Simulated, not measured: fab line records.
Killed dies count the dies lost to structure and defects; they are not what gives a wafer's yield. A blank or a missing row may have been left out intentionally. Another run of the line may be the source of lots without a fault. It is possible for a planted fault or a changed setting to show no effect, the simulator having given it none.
fab line records ; flow sky130
[record] lots = 13; wafers = 39; lastDay = 49
route steps=708 shown SONOS_ONO@172 SD_N@354 LI_CONTACT@374
lots with no fault: from the same line, run without faults
startH: hours from the record's opening day to when the first of the lot's shown wafers began ; waitH: time in hours since the lot's previous step ; " unchanged from the row above ; L1.1+2: a row that stands for several wafers ; - no value present, or no start provided ; * or withheld: withheld ; < > ~ a bound
route shown NAME@n: names a module that has steps shown in the file, with the first one's number in the route ; usual: the fault-free wafers' mean and standard deviation ; same: alike in all rows ; chamber/n: place in a boat ; sites: readings site by site ; _std_site: standard deviation of those values ; _edge_site: inner sites' mean taken away from outer sites' mean ; radiusMm: how far each site lies from the wafer's centre ; mask NAME#n: copy n ; behind: tool/chamber where the wafer was last shaped ; hold: why the lot was held/for how many hours/how that ended ; device: whichever transistor did not switch (one of n, p or np) ; end of line: the tests these same wafers got at the end of their route ; for a step that has no rows: nothing shown but its recipe ; killed: dies lost to structure and defects at the first sort, not the wafer's yield ; map: the dies of a wafer, with x for killed, . for not killed, _ for no die there
set.NAME: the setting as run; set.NAME@STEP: as run at that earlier step ; model.NAME: the simulator's own value behind a step, which no gauge read
route steps across a sampled set of lots; one table per step, one row per wafer
services: a tool's chamber out of use, with start hour (startH, from the record's first day; less than 0 if before it), hours out, and reason
[[steps]]
[step SKY_SONOS_ONO_CVD_04]
[recipe] material = SiO2; precursor = SiH4/N2O; targetThkNm = 5.7199; tempC = 900; pressureMtorr = 400
[usual] zonePowerLowerPct = 18.5/1
lot.wafer;tool;chamber;startH;waitH;zonePowerLowerPct
L941.1;lpcvd-03;1;258.20;0.1;19.6
L941.5;lpcvd-03;1;258.20;0.1;20.3
L941.6;lpcvd-03;1;258.20;0.1;19.9
L942.1;lpcvd-03;1;266.41;0.1;20.0
L942.4;lpcvd-03;1;266.41;0.1;20.4
L942.5;lpcvd-03;1;266.41;0.1;20.0
L943.4;lpcvd-03;1;279.27;0.0;20.4
L943.5;lpcvd-03;1;279.27;0.0;20.1
L943.6;lpcvd-03;1;279.27;0.0;20.0
L944.1;lpcvd-03;0;285.57;0.1;17.8
L944.2;lpcvd-03;0;285.57;0.1;18.0
L944.3;lpcvd-03;0;285.57;0.1;17.7
L945.4;lpcvd-03;1;289.95;0.0;19.6
L945.5;lpcvd-03;1;289.95;0.0;19.8
L945.6;lpcvd-03;1;289.95;0.0;19.9
L946.1;lpcvd-03;1;296.32;0.1;19.9
L946.3;lpcvd-03;1;296.32;0.1;19.8
L946.6;lpcvd-03;1;296.32;0.1;19.9
L947.3;lpcvd-03;0;306.11;0.0;17.9
L947.4;lpcvd-03;0;306.11;0.0;17.8
L947.5;lpcvd-03;0;306.11;0.0;18.1
L948.1;lpcvd-03;0;320.94;0.1;17.9
L948.3;lpcvd-03;0;320.94;0.1;17.9
L948.6;lpcvd-03;0;320.94;0.1;17.8
L949.1;lpcvd-03;0;320.94;0.1;17.5
L949.2;lpcvd-03;0;320.94;0.1;17.6
L949.3;lpcvd-03;0;320.94;0.1;17.6
L952.3;lpcvd-03;1;353.19;0.0;20.0
L952.5;lpcvd-03;1;353.19;0.0;20.0
L952.6;lpcvd-03;1;353.19;0.0;19.8
L957.1;lpcvd-03;0;392.06;0.1;17.5
L957.4;lpcvd-03;0;392.06;0.1;18.0
L957.6;lpcvd-03;0;392.06;0.1;17.9
L958.1;lpcvd-03;0;392.06;0.1;17.8
L958.3;lpcvd-03;0;392.06;0.1;18.0
L958.6;lpcvd-03;0;392.06;0.1;18.3
L959.1;lpcvd-03;0;401.69;0.1;18.0
L959.2;lpcvd-03;0;401.69;0.1;17.7
L959.3;lpcvd-03;0;401.69;0.1;18.0
[step SKY_SONOS_ONO_THK_MEAS_05]
[recipe] reads = SiO2_of_SONOS_ONO_CVD_04
[usual] SONOS_ONO_CVD_04_THK = 5.72/0.14
lot.wafer;tool;chamber;startH;waitH;SONOS_ONO_CVD_04_THK[nm]
L941.1;filmMetro-03;-;259.45;0.0;5.71
L941.5;filmMetro-03;-;259.45;0.0;5.67
L941.6;filmMetro-03;-;259.45;0.0;5.72
L942.1;filmMetro-01;-;267.66;0.0;5.64
L942.4;filmMetro-01;-;267.66;0.0;5.70
L942.5;filmMetro-01;-;267.66;0.0;5.73
L943.4;filmMetro-01;-;280.55;0.0;5.53
L943.5;filmMetro-01;-;280.55;0.0;5.58
L943.6;filmMetro-01;-;280.55;0.0;5.49
L944.1;filmMetro-01;-;286.82;0.0;5.67
L944.2;filmMetro-01;-;286.82;0.0;5.74
L944.3;filmMetro-01;-;286.82;0.0;5.71
L945.4;filmMetro-04;-;291.23;0.0;5.93
L945.5;filmMetro-04;-;291.23;0.0;5.89
L945.6;filmMetro-04;-;291.23;0.0;6.05
L946.1;filmMetro-01;-;297.57;0.0;5.69
L946.3;filmMetro-01;-;297.57;0.0;5.73
L946.6;filmMetro-01;-;297.57;0.0;5.68
L947.3;filmMetro-04;-;307.38;0.0;5.69
L947.4;filmMetro-04;-;307.38;0.0;5.76
L947.5;filmMetro-04;-;307.38;0.0;5.73
L948.1;filmMetro-03;-;322.19;0.0;5.76
L948.3;filmMetro-03;-;322.19;0.0;5.68
L948.6;filmMetro-03;-;322.19;0.0;5.57
L949.1;filmMetro-04;-;322.19;0.0;6.00
L949.2;filmMetro-04;-;322.19;0.0;6.07
L949.3;filmMetro-04;-;322.19;0.0;5.90
L952.3;filmMetro-04;-;354.46;0.0;5.86
L952.5;filmMetro-04;-;354.46;0.0;5.83
L952.6;filmMetro-04;-;354.46;0.0;5.83
L957.1;filmMetro-01;-;393.31;0.0;11.05
L957.4;filmMetro-01;-;393.31;0.0;11.03
L957.6;filmMetro-01;-;393.31;0.0;11.01
L958.1;filmMetro-04;-;393.31;0.0;10.77
L958.3;filmMetro-04;-;393.31;0.0;10.80
L958.6;filmMetro-04;-;393.31;0.0;10.83
L959.1;filmMetro-01;-;402.94;0.0;10.51
L959.2;filmMetro-01;-;402.94;0.0;10.63
L959.3;filmMetro-01;-;402.94;0.0;10.56
[step SKY_SD_N_TW_MEAS_12]
[usual] SD_N_TW = 3981/22
lot.wafer;tool;chamber;startH;waitH;SD_N_TW
L941.1;filmMetro-03;-;655.37;0.1;3988
L941.5;filmMetro-03;-;655.37;0.1;3970
L941.6;filmMetro-03;-;655.37;0.1;3985
L942.1;filmMetro-03;-;658.43;0.1;3965
L942.4;filmMetro-03;-;658.43;0.1;3983
L942.5;filmMetro-03;-;658.43;0.1;3967
L943.4;filmMetro-03;-;672.71;0.1;3973
L943.5;filmMetro-03;-;672.71;0.1;3954
L943.6;filmMetro-03;-;672.71;0.1;3956
L944.1;filmMetro-03;-;682.58;0.1;3957
L944.2;filmMetro-03;-;682.58;0.1;3953
L944.3;filmMetro-03;-;682.58;0.1;3963
L945.4;filmMetro-03;-;687.70;0.1;3965
L945.5;filmMetro-03;-;687.70;0.1;3955
L945.6;filmMetro-03;-;687.70;0.1;3987
L946.1;filmMetro-02;-;690.94;0.1;3995
L946.3;filmMetro-02;-;690.94;0.1;3985
L946.6;filmMetro-02;-;690.94;0.1;3993
L947.3;filmMetro-03;-;699.49;0.1;3953
L947.4;filmMetro-03;-;699.49;0.1;3962
L947.5;filmMetro-03;-;699.49;0.1;3955
L948.1;filmMetro-03;-;718.77;0.1;3952
L948.3;filmMetro-03;-;718.77;0.1;3961
L948.6;filmMetro-03;-;718.77;0.1;3966
L949.1;filmMetro-02;-;719.75;0.1;4023
L949.2;filmMetro-02;-;719.75;0.1;4014
L949.3;filmMetro-02;-;719.75;0.1;4036
L952.3;filmMetro-02;-;746.92;0.1;3996
L952.5;filmMetro-02;-;746.92;0.1;3990
L952.6;filmMetro-02;-;746.92;0.1;3960
L958.1;filmMetro-02;-;786.12;0.1;3994
L958.3;filmMetro-02;-;786.12;0.1;3980
L958.6;filmMetro-02;-;786.12;0.1;4019
L957.1;filmMetro-02;-;786.22;0.1;3983
L957.4;filmMetro-02;-;786.22;0.1;3980
L957.6;filmMetro-02;-;786.22;0.1;3959
L959.1;filmMetro-02;-;795.27;0.1;3987
L959.2;filmMetro-02;-;795.27;0.1;3956
L959.3;filmMetro-02;-;795.27;0.1;4000
[step SKY_LI_CONTACT_CD_MEAS_12]
[recipe] targetCdNm = 170
[usual] cdNm = 170.3/1.8
lot.wafer;tool;chamber;startH;waitH;cdNm
L941.1;cdSem-02;-;684.53;-;171.0
L941.5;cdSem-02;-;684.53;-;169.9
L941.6;cdSem-02;-;684.53;-;170.9
L942.1;cdSem-02;-;687.96;-;172.7
L942.4;cdSem-02;-;687.96;-;171.2
L942.5;cdSem-02;-;687.96;-;170.3
L943.4;cdSem-02;-;701.60;-;168.6
L943.5;cdSem-02;-;701.60;-;169.1
L943.6;cdSem-02;-;701.60;-;169.5
L944.1;cdSem-01;-;711.03;-;169.3
L944.2;cdSem-01;-;711.03;-;169.2
L944.3;cdSem-01;-;711.03;-;169.8
L945.4;cdSem-01;-;716.60;-;166.9
L945.5;cdSem-01;-;716.60;-;168.0
L945.6;cdSem-01;-;716.60;-;166.9
L946.1;cdSem-02;-;719.74;-;169.4
L946.3;cdSem-02;-;719.74;-;168.9
L946.6;cdSem-02;-;719.74;-;169.9
L947.3;cdSem-02;-;728.87;-;170.7
L947.4;cdSem-02;-;728.87;-;170.3
L947.5;cdSem-02;-;728.87;-;170.3
L948.1;cdSem-01;-;747.79;-;170.2
L948.3;cdSem-01;-;747.79;-;170.5
L948.6;cdSem-01;-;747.79;-;169.7
L949.1;cdSem-02;-;748.34;-;172.7
L949.2;cdSem-02;-;748.34;-;172.4
L949.3;cdSem-02;-;748.34;-;171.8
L952.3;cdSem-01;-;774.67;-;169.9
L952.5;cdSem-01;-;774.67;-;170.2
L952.6;cdSem-01;-;774.67;-;171.4
L958.1;cdSem-02;-;813.59;-;171.5
L958.3;cdSem-02;-;813.59;-;170.0
L958.6;cdSem-02;-;813.59;-;169.6
L957.1;cdSem-01;-;813.94;-;174.2
L957.4;cdSem-01;-;813.94;-;173.4
L957.6;cdSem-01;-;813.94;-;174.6
L959.1;cdSem-02;-;822.03;-;169.3
L959.2;cdSem-02;-;822.03;-;169.3
L959.3;cdSem-02;-;822.03;-;169.3
[step SKY_LI_CONTACT_ETCH_15]
[recipe] target = PSG; chemistry = C4F8/O2/Ar; stopOn = Si; taperDeg = 4.15; maskMaterial = KrF-thick; sourceW = 1500; biasW = 1200; pressureMtorr = 40; c4f8FlowSccm = withheld; O2_flow_sccm = 6; Ar_flow_sccm = 300; timeS = withheld; targetDepthA = 6000
[usual] oesProductAu = 0.836/0.0047
lot.wafer;tool;chamber;startH;waitH;oesProductAu
L941.1;rieDiel-03;3;684.73;0.0;0.844
L941.5;rieDiel-03;0;684.73;0.0;0.847
L941.6;rieDiel-03;3;684.73;0.0;0.835
L942.1;rieDiel-02;2;688.16;0.0;0.845
L942.4;rieDiel-02;0;688.16;0.0;0.838
L942.5;rieDiel-02;2;688.16;0.0;0.841
L943.4;rieDiel-01;0;701.78;0.0;0.835
L943.5;rieDiel-01;2;701.78;0.0;0.831
L943.6;rieDiel-01;1;701.78;0.0;0.845
L944.1;rieDiel-03;0;711.23;0.0;0.832
L944.2;rieDiel-03;1;711.23;0.0;0.834
L944.3;rieDiel-03;3;711.23;0.0;0.833
L945.4;rieDiel-02;2;716.74;0.0;0.837
L945.5;rieDiel-02;0;716.74;0.0;0.836
L945.6;rieDiel-02;1;716.74;0.0;0.834
L946.1;rieDiel-03;0;719.94;0.0;0.836
L946.3;rieDiel-03;2;719.94;0.0;0.832
L946.6;rieDiel-03;1;719.94;0.0;0.840
L947.3;rieDiel-01;2;729.03;0.0;0.836
L947.4;rieDiel-01;3;729.03;0.0;0.839
L947.5;rieDiel-01;2;729.03;0.0;0.833
L948.1;rieDiel-03;1;747.99;0.0;0.835
L948.3;rieDiel-03;2;747.99;0.0;0.833
L948.6;rieDiel-03;3;747.99;0.0;0.827
L949.1;rieDiel-01;2;748.54;0.0;0.839
L949.2;rieDiel-01;1;748.54;0.0;0.829
L949.3;rieDiel-01;3;748.54;0.0;0.835
L952.3;rieDiel-02;0;774.83;0.0;0.835
L952.5;rieDiel-02;2;774.83;0.0;0.833
L952.6;rieDiel-02;3;774.83;0.0;0.839
L958.1;rieDiel-01;0;813.79;0.0;0.838
L958.3;rieDiel-01;1;813.79;0.0;0.835
L958.6;rieDiel-01;0;813.79;0.0;0.834
L957.1;rieDiel-02;2;814.14;0.0;0.832
L957.4;rieDiel-02;2;814.14;0.0;0.837
L957.6;rieDiel-02;1;814.14;0.0;0.834
L959.1;rieDiel-01;1;822.23;0.0;0.829
L959.2;rieDiel-01;3;822.23;0.0;0.831
L959.3;rieDiel-01;2;822.23;0.0;0.841
[[services]]
tool;chamber;startH;hours;kind
rieDiel-01;-;244.17;0.3;repair
rieDiel-03;2;293.90;5.2;repair
rieDiel-01;2;358.42;2.8;repair
rieDiel-03;2;377.92;6.8;repair
rieDiel-01;0;429.61;8.4;repair
rieDiel-01;2;434.71;4.1;repair
rieDiel-01;0;458.13;10.1;repair
rieDiel-01;3;459.64;2.6;repair
rieDiel-01;1;472.58;9.8;repair
rieDiel-02;2;478.41;1.6;repair
rieDiel-03;-;508.86;2.1;repair
rieDiel-01;3;523.83;1.8;repair
rieDiel-03;3;531.83;8.2;repair
lpcvd-03;-;534.55;0.8;repair
rieDiel-02;2;562.37;3.8;repair
rieDiel-01;-;562.60;2.8;pm
rieDiel-01;-;566.10;1.1;repair
rieDiel-03;2;584.47;1.3;repair
rieDiel-02;2;587.67;14.8;repair
rieDiel-03;0;594.51;15.4;repair
rieDiel-01;0;755.91;21.2;repair
lpcvd-03;-;772.47;2.8;pm
rieDiel-01;2;789.06;4.2;repair
lpcvd-03;-;794.38;3.6;repair
[[key]]
[firstSign] step = SKY_SONOS_ONO_THK_MEAS_05; reading = SONOS_ONO_CVD_04_THK; direction = up; sigmas = 36; usual = 5.72; struck = 10.80
effect none on later readings
metAt SKY_SONOS_ONO_CVD_04
struckLots L957,L958,L959
testerLeftOut L957,L958,L959
notActingAt SKY_SD_N_TW_MEAS_12,SKY_LI_CONTACT_CD_MEAS_12,SKY_LI_CONTACT_ETCH_15
onsetBetween 353.19 392.06
alsoFits time
[fault] kind = processParameterDrift; tool = lpcvd-03; chamber = -; onsetH = 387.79; steps = SKY_SONOS_ONO_CVD_04; channel = targetThkNm; offset = 5.1516; shape = step; endH = 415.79; stated = 5.7199
// testerLeftOut: of these lots the tester's yield and bins aren't shown, on N5 and GAA mostly nor the transistor test; their killed dies are dies lost to structure and defects alone, not to doping, threshold or leakage, so they don't give the yield
